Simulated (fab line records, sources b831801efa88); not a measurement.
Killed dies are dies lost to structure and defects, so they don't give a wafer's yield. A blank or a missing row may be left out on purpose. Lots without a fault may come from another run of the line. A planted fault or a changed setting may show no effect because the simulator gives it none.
Chamber matching | flow gf180mcu | GF_STI_CMP_25 on cmp-01: 4 sister chambers
The step polishes, stops on Si3N4, t overpolish 33 s, target thk 524.6 nm. 7 wafers are shown with their chamber, then 8 later ones without.

WAFERS WITH THEIR CHAMBER
wafer  | chamber | time_to_endpoint_s (s) | motor_current_A (A)
L401.6 | 0       | 126                    | 11.4
L403.1 | 0       | 125                    | 11.5
L403.2 | 1       | 128                    | 12.4
L403.4 | 3       | 125                    | 12.6
L406.4 | 1       | 127                    | 13.1
L406.5 | 2       | 116                    | 12.2
L407.3 | 2       | 114                    | 11.5

WAFERS WITHOUT THEIR CHAMBER
wafer  | time_to_endpoint_s (s) | motor_current_A (A)
L407.5 | 127                    | 12.5
L407.6 | 123                    | 13.3
L408.1 | 113                    | 12.7
L408.4 | 126                    | 13.2
L408.5 | 122                    | 12.9
L409.3 | 122                    | 12.1
L409.4 | 124                    | 11.2
L409.6 | 123                    | 12.5

WHICH CHAMBER EACH WENT THROUGH
wafer  | from the rows above     | in truth
L407.5 | can't be placed: 1 or 3 | 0
L407.6 | 3                       | 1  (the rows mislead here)
L408.1 | 2                       | 2
L408.4 | can't be placed: 3 or 1 | 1
L408.5 | can't be placed: 3 or 0 | 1
L409.3 | can't be placed: 3 or 0 | 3
L409.4 | can't be placed: 0 or 3 | 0
L409.6 | can't be placed: 3 or 0 | 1
Placed correctly: 1 of 8. Can't be placed from these rows: 6 (the true chamber is among the candidates in 3). Placed wrongly: 1.
How it was worked out, from the rows above alone: a wafer's distance from a chamber is the root of the sum, over the readings, of the square of ((its reading less the chamber's mean) divided by the reading's scatter). The wafer belongs to the nearest chamber; if the next one is less than 2 further off, it can't be placed. A chamber's mean is the mean of its shown wafers. The scatter: the root of (the sum of the squares of (reading less its chamber's mean) over the shown wafers, divided by (wafers less chambers)).
